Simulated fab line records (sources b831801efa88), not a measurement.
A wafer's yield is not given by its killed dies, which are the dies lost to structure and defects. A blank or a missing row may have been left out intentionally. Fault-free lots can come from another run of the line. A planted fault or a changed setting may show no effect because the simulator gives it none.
A single fault, viewed from 2 desks / flow gf180mcu / each desk holds nothing but its own numbers, with what lay behind them at the end

## THE METROLOGY DESK
What the gauges read, lot by lot, whatever tool the lot ran on: means of the sampled wafers that have a number. Marked OUT: a lot whose mean sits more than 4 standard deviations from the usual mean, which makes it out of limits; the brackets give that distance.
Columns: A = VT_IMPLANT_02_OVL at GF_VT_IMPLANT_OVL_MEAS_29, usual -0.1 nm; B = VT_IMPLANT_3_TW at GF_VT_IMPLANT_TW_MEAS_32, usual 270.0
lot=L796; first seen here=day 7 14:59; A=0.8; B=266.2
lot=L800; first seen here=day 8 05:55; A=-2.5; B=268.7
lot=L802; first seen here=day 8 17:37; A=-0.7; B=271.7
lot=L801; first seen here=day 8 17:59; A=-0.1; B=268.4
lot=L812; first seen here=day 11 04:36; A=-0.2; B=272.8
lot=L815; first seen here=day 11 21:13; A=1.5; B=272.2
lot=L818; first seen here=day 12 15:26; A=0.5; B=270.9
This desk's finding: nothing out of limits on any of the 7 lots.

## TOOL OWNER'S DESK, iline stepper-02
The tool's own readings at GF_VT_IMPLANT_EXPOSE_37 (exposes mask Nwell HV AREA, target cd 860 nm): means of the sampled wafers that have a number, for each lot that ran on this tool. Marked OUT: a lot whose mean sits more than 4 standard deviations from the usual mean, which makes it out of limits; the brackets give that distance.
Columns: A = exposure dose mJ cm2 at GF_VT_IMPLANT_EXPOSE_37, usual 139.99; B = focus offset nm at GF_VT_IMPLANT_EXPOSE_37, usual 0.0 nm
lot=L812; first seen here=day 11 14:16; A=139.98; B=0.0
lot=L815; first seen here=day 12 06:19; A=139.94; B=-0.2
lot=L818; first seen here=day 13 01:47; A=139.99; B=0.6
This desk's finding: nothing out of limits on any of the 3 lots.

## PUT TOGETHER
At the metrology desk, nothing out of limits was observed.
The desk of the tool owner found nothing out of limits.

## WHAT THE SIMULATOR PUT IN
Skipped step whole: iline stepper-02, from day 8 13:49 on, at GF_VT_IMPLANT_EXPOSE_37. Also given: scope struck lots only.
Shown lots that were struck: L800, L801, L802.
